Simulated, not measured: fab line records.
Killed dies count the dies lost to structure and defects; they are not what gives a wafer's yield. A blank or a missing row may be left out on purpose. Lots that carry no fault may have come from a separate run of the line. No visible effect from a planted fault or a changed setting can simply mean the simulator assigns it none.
Which tool was responsible? ; flow sky130 ; 6 lots with 18 wafers sampled at 3 steps, on a route of 708 steps

## WHAT EACH GAUGE READ, for each wafer
SKY_VIA4_BOW_MEAS_03.
lot;measured;on;VIA4_BOW (um)
L845;day 42 09:38;film-metro-04;72 74 78
L848;day 42 13:32;film-metro-04;67 78 85
L853;day 44 11:16;film-metro-01;74 92 75
L862;day 46 19:40;film-metro-04;86 79 79
L864;day 47 01:54;film-metro-04;83 79 81
L866;day 47 08:48;film-metro-04;69 82 81

## EACH LOT AND THE TOOL THAT RAN IT (in order: tool; ch and the chambers of the sampled wafers; start)
lot;SKY_GATE_OXIDE_CLEAN_15;SKY_METAL4_ETCH_17
L845;wet-bench-03 ch 1, day 14 08:46;rie-diel-01 ch 0,1, day 42 07:28
L848;wet-bench-01 ch 2, day 14 14:31;rie-diel-04 ch 1,2,3, day 42 12:01
L853;wet-bench-01 ch 1, day 16 23:58;rie-diel-01 ch 0,3, day 44 09:53
L862;wet-bench-04 ch 3, day 19 18:36;rie-diel-04 ch 0,3, day 46 16:34
L864;wet-bench-03 ch 2, day 20 15:28;rie-diel-02 ch 0,1,3, day 47 00:17
L866;wet-bench-01 ch 0, day 20 23:37;rie-diel-01 ch 1,2,3, day 47 07:17
- SKY_GATE_OXIDE_CLEAN_15: cleans in SC1/SC2, time 150 s.
- SKY_METAL4_ETCH_17: etches SiO2 in C4F8/O2/Ar, stops on TiN, time 3.9 s, target depth 15 nm.

## THE ANSWER, worked out from the rows above alone
Rule: usual is defined by the lots themselves. The widest of any qualifying gaps counts: lots, ordered by their means at a reading, are off when they make up no more than a third of the lots, leave a main group of 4 or more, and stand apart from it by 3 or more times the standard deviation of that group's means. A main group is skipped when, at the precision printed for the reading in the tables above, its means are all equal. A lot without any number at a reading at which 4 lots or more have one is off too. The other lots that the step has rows for count as sound.
No lot is off at any reading shown: from this, nothing can be told.

## WHAT THE SIMULATOR HAD INSERTED
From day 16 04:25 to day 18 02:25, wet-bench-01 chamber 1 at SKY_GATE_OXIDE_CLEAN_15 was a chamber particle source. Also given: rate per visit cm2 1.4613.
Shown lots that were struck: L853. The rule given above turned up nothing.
